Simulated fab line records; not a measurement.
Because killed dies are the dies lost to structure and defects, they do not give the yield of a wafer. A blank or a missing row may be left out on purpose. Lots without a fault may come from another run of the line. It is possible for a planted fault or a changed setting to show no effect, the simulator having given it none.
fab line records	flow sky130
record: lots: 7	wafers: 21	last-day: 50
route steps=708 shown POLY_CUT@310 SD_P@320 RES_XHIGH@332 PAD_OPEN@708
lots that met no fault: taken from a fault-free run of the same line
start-h: hours from the record's first day to the start of the lot's first wafer shown	wait-h: hours since the lot's step before	" same as the row above	L1.1+2: a single row standing in for several wafers	- either no value or no given start	* or withheld: withheld	< > ~ a bound
route shown NAME@n: names a module that has steps shown in the file, with the first one's number in the route	usual: the fault-free wafers' mean and standard deviation	same: alike in all rows	chamber/n: place in a boat	sites: readings site by site	_std_site: the values' standard deviation	_edge_site: the outer-site mean with the inner-site mean subtracted	radius-mm: for every site, how far away it sits from the centre of the wafer	mask NAME#n: copy n	behind: the most recent tool/chamber to have shaped the wafer	hold: the reason the lot was held/the length of the hold in hours/how it ended	device: which transistor (n, p or np) failed to switch	end of line: tests run on the same wafers once the route is complete	a step with no rows: only its recipe	killed: the dies lost at the first sort to structure and to defects; this is not the yield of the wafer	map: the dies of a wafer, with x for killed, . for not killed, _ for no die there
set.NAME: the setting the step ran with; set.NAME@STEP: the setting that earlier step ran with	model.NAME: the simulator's own value behind a step, which no gauge read
lots at selected steps of the route; one table per step, one row per wafer
services: the hour from which a tool's chamber was out of use, counted from the record's first day as start-h (under 0 if before that day), plus the number of hours and why
== steps ==
step: SKY_POLY_CUT_COAT_03
recipe: resist: KrF-thick	spin-rpm: 3000	resist-thk-nm: 450
step: SKY_POLY_CUT_SOFTBAKE_04
recipe: temp-c: 100	time-s: 90	resist: KrF-thick
step: SKY_POLY_CUT_EXPOSE_05
recipe: mask-id: NPCM	na: 0.8	source-shape: annular	sigma-inner: 0.55	sigma-outer: 0.85	target-cd-nm: 270	dose-mj: 32
step: SKY_POLY_CUT_PEB_06
recipe: peb-temp-c: withheld	peb-time-s: withheld	resist: KrF-thick
step: SKY_POLY_CUT_DEVELOP_07
recipe: develop-time-s: 60	resist: KrF-thick	dev-temp-c: 21
step: SKY_POLY_CUT_CD_MEAS_08
recipe: target-cd-nm: 270
usual: cd-nm: 271.0/1.2
lot.wafer	tool	chamber	start-h	wait-h	cd-nm
L537.1	cd-sem-02	-	612.75	-	273.3
L537.3	"	-	"	"	273.2
L537.4	"	-	"	"	274.0
L539.1	cd-sem-01	-	618.60	-	271.7
L539.2	"	-	"	"	271.4
L539.5	"	-	"	"	271.5
L538.1	cd-sem-02	-	618.95	-	273.0
L538.4	"	-	"	"	271.9
L538.6	"	-	"	"	272.3
L545.4	cd-sem-01	-	688.49	-	271.2
L545.5	"	-	"	"	270.9
L545.6	"	-	"	"	270.1
L546.2	cd-sem-02	-	689.32	-	268.7
L546.5	"	-	"	"	269.2
L546.6	"	-	"	"	270.9
L552.3	cd-sem-01	-	732.84	-	269.5
L552.4	"	-	"	"	269.1
L552.6	"	-	"	"	269.6
L554.1	cd-sem-01	-	741.67	-	272.6
L554.3	"	-	"	"	271.4
L554.6	"	-	"	"	272.4
step: SKY_POLY_CUT_OVL_MEAS_09
usual: POLY_CUT_OVL: 0/5.9
lot.wafer	tool	chamber	start-h	wait-h	POLY_CUT_OVL[nm]
L537.1	overlay-02	-	612.87	0.1	0
L537.3	"	-	"	"	-7
L537.4	"	-	"	"	-7
L539.1	overlay-02	-	618.72	0.1	2
L539.2	"	-	"	"	1
L539.5	"	-	"	"	-9
L538.1	overlay-02	-	619.07	0.1	7
L538.4	"	-	"	"	4
L538.6	"	-	"	"	8
L545.4	overlay-01	-	688.57	0.1	11
L545.5	"	-	"	"	7
L545.6	"	-	"	"	4
L546.2	overlay-01	-	689.42	0.1	-5
L546.5	"	-	"	"	1
L546.6	"	-	"	"	2
L552.3	overlay-01	-	732.93	0.1	4
L552.4	"	-	"	"	0
L552.6	"	-	"	"	-3
L554.1	overlay-02	-	741.79	0.1	-2
L554.3	"	-	"	"	-4
L554.6	"	-	"	"	-1
step: SKY_POLY_CUT_ETCH_10
recipe: chemistry: N2/H2	target: BARC	ion-energy-ev: 200	source-w: 500	bias-w: 100	pressure-mtorr: 30	n2-flow-sccm: 100	h2-flow-sccm: 200	stop-on: SiO2	time-s: 45.9	target-depth-a: 600
usual: drypump-motor-current-A: 5.7/0.58	oes-product-au: 0.854/0.0051	throttle-valve-pct: 13.227/0.0093
lot.wafer	tool	chamber	start-h	wait-h	drypump-motor-current-A	oes-product-au	rf-hours-counter-h	throttle-valve-pct
L537.1	rie-diel-03	2	612.90	0.0	5.3	0.854	3	13.227
L537.3	"	3	"	"	5.5	0.845	10	13.226
L537.4	"	0	"	"	4.6	0.848	7	13.236
L539.1	rie-diel-04	3	618.75	0.0	6.3	0.860	7	13.227
L539.2	"	0	"	"	6.4	0.847	6	13.229
L539.5	"	3	"	"	6.3	0.855	-	13.221
L538.1	rie-diel-02	3	619.10	0.0	6.2	0.861	10	13.226
L538.4	"	0	"	"	5.6	0.849	11	13.238
L538.6	"	2	"	"	4.7	0.859	-	13.227
L545.4	rie-diel-02	0	688.60	0.0	5.6	0.855	-	13.234
L545.5	"	3	"	"	6.2	0.857	-	13.245
L545.6	"	1	"	"	5.5	0.857	-	13.226
L546.2	rie-diel-04	1	689.45	0.0	4.8	0.850	42	13.234
L546.5	"	3	"	"	6.4	0.857	-	13.214
L546.6	"	2	"	"	5.7	0.851	-	13.219
L552.3	rie-diel-03	2	732.95	0.0	5.3	0.862	6	13.210
L552.4	"	3	"	"	5.5	0.857	13	13.228
L552.6	"	1	"	"	6.0	0.860	-	13.239
L554.1	rie-diel-03	1	741.82	0.0	6.0	0.860	10	13.221
L554.3	"	3	"	"	5.5	0.859	13	13.239
L554.6	"	2	"	"	5.3	0.853	-	13.224
step: SKY_POLY_CUT_ETCH_11
recipe: target: Si3N4	chemistry: CF4/CH2F2/Ar	stop-on: poly-Si	source-w: 600	bias-w: 150	pressure-mtorr: 40	cf4-flow-sccm: 40	ch2f2-flow-sccm: 20	Ar_flow_sccm: 150	time-s: 42.5	target-depth-a: 600
usual: drypump-motor-current-A: 5.7/0.57	oes-product-au: 0.829/0.0064	throttle-valve-pct: 14.993/0.0087
lot.wafer	tool	chamber	start-h	wait-h	drypump-motor-current-A	oes-product-au	rf-hours-counter-h	throttle-valve-pct
L537.1	rie-diel-03	2	612.94	0.0	5.3	0.829	3	14.989
L537.3	"	3	"	"	5.5	0.830	10	14.989
L537.4	"	0	"	"	4.7	0.832	7	14.996
L539.1	rie-diel-04	3	618.80	0.0	6.3	0.823	7	14.992
L539.2	"	0	"	"	6.4	0.833	6	14.978
L539.5	"	3	"	"	6.3	0.825	-	14.991
L538.1	rie-diel-02	3	619.15	0.0	6.2	0.816	10	15.002
L538.4	"	0	"	"	5.6	0.815	11	14.994
L538.6	"	2	"	"	4.7	0.817	-	14.994
L545.4	rie-diel-02	0	688.65	0.0	5.6	0.828	-	14.981
L545.5	"	3	"	"	6.2	0.830	-	14.991
L545.6	"	1	"	"	5.5	0.831	-	14.984
L546.2	rie-diel-04	1	689.49	0.0	4.8	0.823	42	14.999
L546.5	"	3	"	"	6.3	0.821	-	14.992
L546.6	"	2	"	"	5.7	0.832	-	14.997
L552.3	rie-diel-03	2	733.00	0.0	5.3	0.832	6	14.988
L552.4	"	3	"	"	5.5	0.834	13	14.999
L552.6	"	1	"	"	6.0	0.825	-	14.992
L554.1	rie-diel-03	1	741.86	0.0	6.0	0.824	10	14.995
L554.3	"	3	"	"	5.5	0.834	13	14.984
L554.6	"	3	"	"	5.5	0.826	-	15.004
step: SKY_POLY_CUT_STRIP_12
recipe: chemistry: O2/N2	power-w: 1400	pressure-mtorr: 1500	platen-temp-c: withheld	o2-flow-sccm: 3000	n2-flow-sccm: 300	overash-fraction: 0.5
usual: drypump-motor-current-A: 5.4/0.33	o2-flow-sccm: 3000/8.4	oes-product-au: 0.452/0.0043	strip-time-to-endpoint-s: 5.357/0.021
lot.wafer	tool	chamber	start-h	wait-h	drypump-motor-current-A	o2-flow-sccm	oes-product-au	rf-hours-counter-h	strip-time-to-endpoint-s
L537.1	plasma-asher-02	1	612.98	0.0	5.5	3002	0.451	96	5.335
L537.3	"	1	"	"	5.6	2994	0.448	-	5.345
L537.4	"	0	"	"	5.8	3001	0.453	-	5.361
L539.1	plasma-asher-02	0	618.84	0.0	5.8	3000	0.452	96	5.340
L539.2	"	1	"	"	5.6	3002	0.445	96	5.360
L539.5	"	0	"	"	5.8	3013	0.456	-	5.364
L538.1	plasma-asher-03	0	619.19	0.0	4.9	2995	0.438	79	5.376
L538.4	"	1	"	"	5.2	2998	0.460	-	5.341
L538.6	"	1	"	"	5.3	2988	0.449	-	5.326
L545.4	plasma-asher-02	0	688.70	0.0	5.8	2987	0.456	-	5.360
L545.5	"	0	"	"	5.8	3000	0.451	-	5.364
L545.6	"	1	"	"	5.6	2997	0.454	-	5.339
L546.2	plasma-asher-03	1	689.53	0.0	5.3	3011	0.450	85	5.349
L546.5	"	0	"	"	4.9	3000	0.457	-	5.342
L546.6	"	1	"	"	5.2	3001	0.448	-	5.339
L552.3	plasma-asher-04	1	733.07	0.1	5.6	3008	0.451	-	5.342
L552.4	"	0	"	"	5.7	2992	0.450	-	5.355
L552.6	"	1	"	"	5.6	3002	0.452	-	5.356
L554.1	plasma-asher-03	1	741.90	0.0	5.2	2984	0.454	91	5.367
L554.3	"	0	"	"	4.9	3012	0.443	-	5.358
L554.6	"	1	"	"	5.2	2997	0.454	-	5.379
step: SKY_SD_P_DEHYDRATE_00
recipe: temp-c: 200	time-s: 60
step: SKY_SD_P_HMDS_01
recipe: prime-time-s: 60	prime-temp-c: 120
step: SKY_SD_P_COAT_02
recipe: resist: NOVOLAK	spin-rpm: 3000	resist-thk-nm: 1140
usual: chill-plate-temp-C: 22.99/0.1	dispense-pressure-kPa: 47.6/1.1
lot.wafer	tool	chamber	start-h	wait-h	chill-plate-temp-C	dispense-pressure-kPa
L537.1	litho-track-04	-	627.78	0.1	-	-
L537.3	"	-	"	"	-	-
L537.4	"	-	"	"	-	-
L539.1	litho-track-04	-	632.83	0.1	-	-
L539.2	"	-	"	"	-	-
L539.5	"	-	"	"	-	-
L538.1	litho-track-04	-	633.43	0.1	-	-
L538.4	"	-	"	"	-	-
L538.6	"	-	"	"	-	-
L545.4	litho-track-02	0	702.27	0.1	23.12	50.1
L545.5	"	0	"	"	23.09	50.0
L545.6	"	0	"	"	22.93	50.1
L546.2	litho-track-04	0	703.20	0.1	23.00	47.4
L546.5	"	0	"	"	23.04	47.3
L546.6	"	0	"	"	23.10	47.3
L552.3	litho-track-01	0	746.90	0.1	23.00	46.6
L552.4	"	0	"	"	22.94	46.6
L552.6	"	0	"	"	22.99	46.6
L554.1	litho-track-04	0	754.38	0.1	22.98	47.4
L554.3	"	0	"	"	22.80	47.4
L554.6	"	0	"	"	22.93	47.3
step: SKY_SD_P_SOFTBAKE_03
recipe: temp-c: 90	time-s: 60	resist: NOVOLAK
step: SKY_SD_P_EXPOSE_04
recipe: mask-id: PSDM	na: 0.6	source-shape: conventional	sigma-outer: 0.6	polarization: unpolarized	target-cd-nm: 380	dose-mj: 138
step: SKY_SD_P_PEB_05
recipe: temp-c: withheld	time-s: *	resist: NOVOLAK
step: SKY_SD_P_DEVELOP_06
recipe: resist: NOVOLAK	developer: TMAH	develop-time-s: 60	dev-temp-c: 23
step: SKY_SD_P_CD_MEAS_07
recipe: target-cd-nm: 380
usual: cd-nm: 379.9/2.3
lot.wafer	tool	chamber	start-h	wait-h	cd-nm
L537.1	cd-sem-02	-	641.08	0.1	-
L537.3	"	-	"	"	-
L537.4	"	-	"	"	-
L539.1	cd-sem-02	-	646.94	0.1	-
L539.2	"	-	"	"	-
L539.5	"	-	"	"	-
L538.1	cd-sem-02	-	647.90	0.1	-
L538.4	"	-	"	"	-
L538.6	"	-	"	"	-
L545.4	cd-sem-02	-	716.46	0.1	376.4
L545.5	"	-	"	"	376.6
L545.6	"	-	"	"	376.7
L546.2	cd-sem-02	-	717.32	0.1	380.3
L546.5	"	-	"	"	376.0
L546.6	"	-	"	"	377.2
L552.3	cd-sem-01	-	760.12	0.1	381.1
L552.4	"	-	"	"	383.9
L552.6	"	-	"	"	384.3
L554.1	cd-sem-01	-	767.98	0.1	380.0
L554.3	"	-	"	"	379.3
L554.6	"	-	"	"	380.6
step: SKY_SD_P_OVL_MEAS_08
usual: SD_P_OVL: 0.5/1.5
lot.wafer	tool	chamber	start-h	wait-h	SD_P_OVL[nm]
L537.1	overlay-02	-	641.20	0.1	-
L537.3	"	-	"	"	-
L537.4	"	-	"	"	-
L539.1	overlay-01	-	647.06	0.1	-
L539.2	"	-	"	"	-
L539.5	"	-	"	"	-
L538.1	overlay-02	-	648.02	0.1	-
L538.4	"	-	"	"	-
L538.6	"	-	"	"	-
L545.4	overlay-02	-	716.53	0.1	-1.3
L545.5	"	-	"	"	0.2
L545.6	"	-	"	"	-0.5
L546.2	overlay-02	-	717.42	0.1	0.3
L546.5	"	-	"	"	-1.0
L546.6	"	-	"	"	0.5
L552.3	overlay-02	-	760.21	0.1	-0.5
L552.4	"	-	"	"	0.6
L552.6	"	-	"	"	-1.1
L554.1	overlay-01	-	768.10	0.1	0.7
L554.3	"	-	"	"	1.2
L554.6	"	-	"	"	0.6
step: SKY_SD_P_IMPLANT_09
recipe: species: BF2	energy-kev: 20	dose-cm2: 3e+15	tilt-deg: 0
step: SKY_SD_P_STRIP_10
recipe: chemistry: O2/N2	power-w: 1400	pressure-mtorr: 1500	platen-temp-c: withheld	o2-flow-sccm: 3000	n2-flow-sccm: 300	overash-fraction: 0.5
usual: drypump-motor-current-A: 5.76/0.17	o2-flow-sccm: 3001/9.3	oes-product-au: 0.618/0.0045	strip-time-to-endpoint-s: 17.50/0.038
lot.wafer	tool	chamber	start-h	wait-h	drypump-motor-current-A	o2-flow-sccm	oes-product-au	rf-hours-counter-h	strip-time-to-endpoint-s
L537.1	plasma-asher-01	1	641.38	0.1	6.00	3010	-	21	-
L537.3	"	1	"	"	6.00	3000	-	-	-
L537.4	"	0	"	"	5.93	3009	-	-	-
L539.1	plasma-asher-02	0	647.25	0.1	5.80	2999	-	99	-
L539.2	"	1	"	"	5.54	2996	-	99	-
L539.5	"	0	"	"	5.80	3016	-	-	-
L538.1	plasma-asher-02	0	648.20	0.1	5.76	2998	-	99	-
L538.4	"	1	"	"	5.52	2995	-	-	-
L538.6	"	0	"	"	5.79	2997	-	-	-
L545.4	plasma-asher-01	0	716.74	0.1	5.95	2999	0.615	-	17.51
L545.5	"	0	"	"	5.95	3006	0.626	-	17.53
L545.6	"	1	"	"	5.97	3002	0.615	-	17.55
L546.2	plasma-asher-01	1	717.60	0.1	5.96	2997	0.613	29	17.53
L546.5	"	0	"	"	5.97	3008	0.614	-	17.50
L546.6	"	1	"	"	5.97	2986	0.624	-	17.49
L552.3	plasma-asher-01	0	760.42	0.1	5.95	3008	0.617	-	17.55
L552.4	"	1	"	"	6.00	2992	0.605	-	17.53
L552.6	"	1	"	"	5.97	2991	0.610	-	17.54
L554.1	plasma-asher-02	1	768.28	0.1	5.53	3002	0.608	3	17.48
L554.3	"	0	"	"	5.79	2995	0.625	-	17.48
L554.6	"	1	"	"	5.54	3012	0.610	-	17.45
step: SKY_SD_P_TW_MEAS_11
usual: SD_P_TW: 2811/20
lot.wafer	tool	chamber	start-h	wait-h	SD_P_TW
L537.1	film-metro-02	-	641.48	0.1	2816
L537.3	"	-	"	"	2804
L537.4	"	-	"	"	2814
L539.1	film-metro-02	-	647.35	0.1	2791
L539.2	"	-	"	"	2798
L539.5	"	-	"	"	2798
L538.1	film-metro-02	-	648.30	0.1	2799
L538.4	"	-	"	"	2793
L538.6	"	-	"	"	2797
L545.4	film-metro-02	-	716.83	0.1	2829
L545.5	"	-	"	"	2827
L545.6	"	-	"	"	2839
L546.2	film-metro-01	-	717.71	0.1	2801
L546.5	"	-	"	"	2777
L546.6	"	-	"	"	2774
L552.3	film-metro-01	-	760.50	0.1	2801
L552.4	"	-	"	"	2810
L552.6	"	-	"	"	2800
L554.1	film-metro-04	-	768.38	0.1	2833
L554.3	"	-	"	"	2819
L554.6	"	-	"	"	2824
step: SKY_RES_XHIGH_DEHYDRATE_00
recipe: temp-c: 200	time-s: 60
step: SKY_RES_XHIGH_HMDS_01
recipe: prime-time-s: 60	prime-temp-c: 120
step: SKY_RES_XHIGH_COAT_02
recipe: resist: NOVOLAK	spin-rpm: 3000	resist-thk-nm: 1140
step: SKY_RES_XHIGH_SOFTBAKE_03
recipe: temp-c: 90	time-s: 60	resist: NOVOLAK
step: SKY_RES_XHIGH_EXPOSE_04
recipe: mask-id: URPM	na: 0.6	source-shape: conventional	sigma-outer: 0.6	polarization: unpolarized	target-cd-nm: 1270	dose-mj: 140
step: SKY_RES_XHIGH_PEB_05
recipe: temp-c: withheld	time-s: *	resist: NOVOLAK
step: SKY_RES_XHIGH_DEVELOP_06
recipe: resist: NOVOLAK	developer: TMAH	develop-time-s: 60	dev-temp-c: 23
step: SKY_RES_XHIGH_IMPLANT_07
recipe: species: BF2	energy-kev: 20	dose-cm2: 3.6e+14	tilt-deg: 0
step: SKY_RES_XHIGH_STRIP_08
recipe: chemistry: O2/N2	power-w: 1400	pressure-mtorr: 1500	platen-temp-c: withheld	o2-flow-sccm: 3000	n2-flow-sccm: 300	overash-fraction: 0.5
usual: drypump-motor-current-A: 5.6/0.39	o2-flow-sccm: 3000/8.7	oes-product-au: 0.711/0.0043	strip-time-to-endpoint-s: 14.26/0.037
lot.wafer	tool	chamber	start-h	wait-h	drypump-motor-current-A	o2-flow-sccm	oes-product-au	rf-hours-counter-h	strip-time-to-endpoint-s
L537.1	plasma-asher-02	0	670.55	0.1	5.8	2994	0.714	102	14.22
L537.3	"	0	"	"	5.8	2992	0.711	-	14.23
L537.4	"	1	"	"	5.5	3003	0.714	-	14.24
L539.1	plasma-asher-02	1	675.43	0.1	5.5	2997	0.718	102	14.28
L539.2	"	0	"	"	5.8	3002	0.715	102	14.26
L539.5	"	0	"	"	5.8	3001	0.708	-	14.32
L538.1	plasma-asher-01	0	676.19	0.1	5.9	3004	0.707	24	14.24
L538.4	"	0	"	"	5.9	2996	0.714	-	14.27
L538.6	"	1	"	"	5.9	2997	0.713	-	14.28
L545.4	plasma-asher-01	0	743.93	0.1	5.9	3009	0.704	-	14.34
L545.5	"	0	"	"	5.9	3004	0.717	-	14.36
L545.6	"	1	"	"	5.9	2998	0.711	-	14.32
L546.2	plasma-asher-01	0	744.43	0.1	6.0	2996	0.715	32	14.25
L546.5	"	1	"	"	6.0	3013	0.713	-	14.33
L546.6	"	0	"	"	6.0	2990	0.707	-	14.31
L552.3	plasma-asher-03	0	787.07	0.1	4.9	3009	0.714	-	14.31
L552.4	"	1	"	"	5.2	2993	0.705	-	14.26
L552.6	"	0	"	"	4.9	2996	0.704	-	14.31
L554.1	plasma-asher-02	1	794.23	0.1	5.5	2999	0.703	5	14.26
L554.3	"	1	"	"	5.5	3003	0.709	-	14.24
L554.6	"	0	"	"	5.8	2992	0.713	-	14.23
step: SKY_RES_XHIGH_TW_MEAS_09
usual: RES_XHIGH_TW: 1627/11
lot.wafer	tool	chamber	start-h	wait-h	hold	RES_XHIGH_TW
L537.1	film-metro-04	-	670.65	0.1	await-dispo/0.2h/release	2883
L537.3	"	-	"	"	await-dispo/0.2h/release	2901
L537.4	"	-	"	"	await-dispo/0.2h/release	2887
L537.1	film-metro-04	-	670.87	0.2	-	2888
L537.3	"	-	"	"	-	2901
L537.4	"	-	"	"	-	2884
L539.1	film-metro-01	-	675.53	0.1	await-dispo/0.2h/release	2858
L539.2	"	-	"	"	await-dispo/0.2h/release	2858
L539.5	"	-	"	"	await-dispo/0.2h/release	2855
L539.1	film-metro-01	-	675.75	0.2	-	2850
L539.2	"	-	"	"	-	2853
L539.5	"	-	"	"	-	2868
L538.1	film-metro-04	-	676.29	0.1	await-dispo/0.2h/release	2870
L538.4	"	-	"	"	await-dispo/0.2h/release	2865
L538.6	"	-	"	"	await-dispo/0.2h/release	2898
L538.1	film-metro-04	-	676.52	0.2	-	2866
L538.4	"	-	"	"	-	2869
L538.6	"	-	"	"	-	2880
L545.4	film-metro-04	-	744.03	0.1	-	1629
L545.5	"	-	"	"	-	1638
L545.6	"	-	"	"	-	1640
L546.2	film-metro-02	-	744.54	0.1	-	1626
L546.5	"	-	"	"	-	1633
L546.6	"	-	"	"	-	1637
L552.3	film-metro-01	-	787.16	0.1	-	1612
L552.4	"	-	"	"	-	1621
L552.6	"	-	"	"	-	1622
L554.1	film-metro-01	-	794.33	0.1	-	1620
L554.3	"	-	"	"	-	1615
L554.6	"	-	"	"	-	1617
step: SKY_PAD_OPEN_PROBE_99
usual: defect-limited-yield: 82.8/1.9	killed_at_M0_to_M3: 43/7.3	killed_at_M4_up: 3.6/1.9	killed-at-contacts: 23/5.3	killed-at-front-end: 15/4.5	killed-at-other: 0.3/0.72	killed-dies: 85/9.4	killed-open: 46/6.7	killed-short: 38/6.8	sort_bin_3_pad_short: 0.8/0.36	sort_bin_5_function: 10.1/1.3	sort_bin_6_memory: 6.3/1.2	sort-n-pass: 407/9.4	sort-yield-pct: 82.8/1.9
same: gross-dies: 492	killed-at-back-side: 0	sort_bin_4_leakage[%]: 0	sort_bin_8_speed[%]: 0
lot.wafer	tool	chamber	start-h	wait-h	defect-limited-yield[%]	killed_at_M0_to_M3	killed_at_M4_up	killed-at-contacts	killed-at-front-end	killed-at-other	killed-dies	killed-open	killed-short	sort_bin_3_pad_short[%]	sort_bin_5_function[%]	sort_bin_6_memory[%]	sort-n-pass	sort-yield-pct[%]
L545.4	prober-02	-	1168.52	0.2	82.9	39	3	21	21	0	84	47	37	0.8	10.0	6.3	408	82.9
L545.5	prober-02	-	1168.57	0.2	81.9	42	5	18	24	0	89	45	44	1.2	9.8	7.1	403	81.9
L545.6	prober-02	-	1168.62	0.2	84.1	39	2	15	21	1	78	48	30	0.4	9.6	5.9	414	84.1
killed by level:class
L545.4 VIA1:geometric-particle:open=11 CONTACT:geometric-particle:open=9 FIELD_ISO:geometric-particle:short=6 LI_CONTACT:geometric-particle:open=6 FIELD_ISO:geometric-particle:open=5 POLY_GATE:geometric-particle:short=5 VIA2:geometric-particle:open=5 VIA2:geometric-particle:short=5
L545.5 VIA1:geometric-particle:open=8 FIELD_ISO:geometric-particle:short=7 FIELD_ISO:geometric-particle:open=7 VIA2:geometric-particle:open=6 LI_CONTACT:geometric-particle:short=5 POLY_GATE:geometric-particle:short=5 CONTACT:geometric-particle:open=5 VIA2:geometric-particle:short=5
L545.6 VIA1:geometric-particle:open=8 POLY_GATE:geometric-particle:open=7 VIA2:geometric-particle:open=7 FIELD_ISO:geometric-particle:open=6 CONTACT:geometric-particle:open=6 METAL2:geometric-particle:short=6 FIELD_ISO:geometric-particle:short=4 VIA3:geometric-particle:open=4
== services ==
tool	chamber	start-h	hours	kind
rie-diel-04	-	599.61	3.9	repair
rie-diel-03	1	606.06	2.7	repair
plasma-asher-04	-	624.79	3.3	repair
plasma-asher-01	-	635.72	3.7	repair
rie-diel-03	2	650.18	1.9	repair
rie-diel-03	3	658.04	6.2	repair
rie-diel-02	1	662.83	3.7	repair
plasma-asher-03	-	670.78	7.8	repair
rie-diel-02	2	672.20	18.6	repair
rie-diel-04	2	674.15	5.4	repair
plasma-asher-04	-	684.90	11.5	repair
rie-diel-02	0	701.13	4.1	repair
rie-diel-02	-	725.90	0.4	repair
plasma-asher-02	-	733.75	9.0	pm
plasma-asher-02	0	733.75	9.0	vent-cycle
plasma-asher-02	1	733.75	9.0	vent-cycle
rie-diel-03	3	738.73	1.4	repair
rie-diel-03	0	741.85	9.8	repair
rie-diel-04	1	743.58	35.4	repair
rie-diel-04	-	743.75	0.3	repair
plasma-asher-04	-	747.54	1.4	repair
plasma-asher-01	-	764.51	10.8	repair
rie-diel-04	-	768.31	0.5	repair
rie-diel-02	0	777.83	18.0	repair
== key ==
first-sign: step: SKY_SD_P_COAT_02	reading: tool-record	direction: missing
effect: step: SKY_SD_P_CD_MEAS_07	reading: cd-nm	direction: missing
effect: step: SKY_SD_P_OVL_MEAS_08	reading: SD_P_OVL	direction: missing
effect: step: SKY_RES_XHIGH_TW_MEAS_09	reading: visit	direction: added
effect: step: SKY_RES_XHIGH_TW_MEAS_09	reading: RES_XHIGH_TW	direction: up	sigmas: 99+	usual: 1627	struck: 2875
met-at SKY_SD_P_COAT_02
struck-wafers L537.1,L537.3,L537.4,L538.1,L538.4,L538.6,L539.1,L539.2,L539.5
scrapped-behind SKY_RES_XHIGH_TW_MEAS_09 L537.1,L537.3,L537.4,L538.1,L538.4,L538.6,L539.1,L539.2,L539.5
fault: kind: skipped-step-whole	tool: litho-track-04	chamber: -	onset-h: 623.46	steps: SKY_SD_P_COAT_02	scope: struck-lots-only
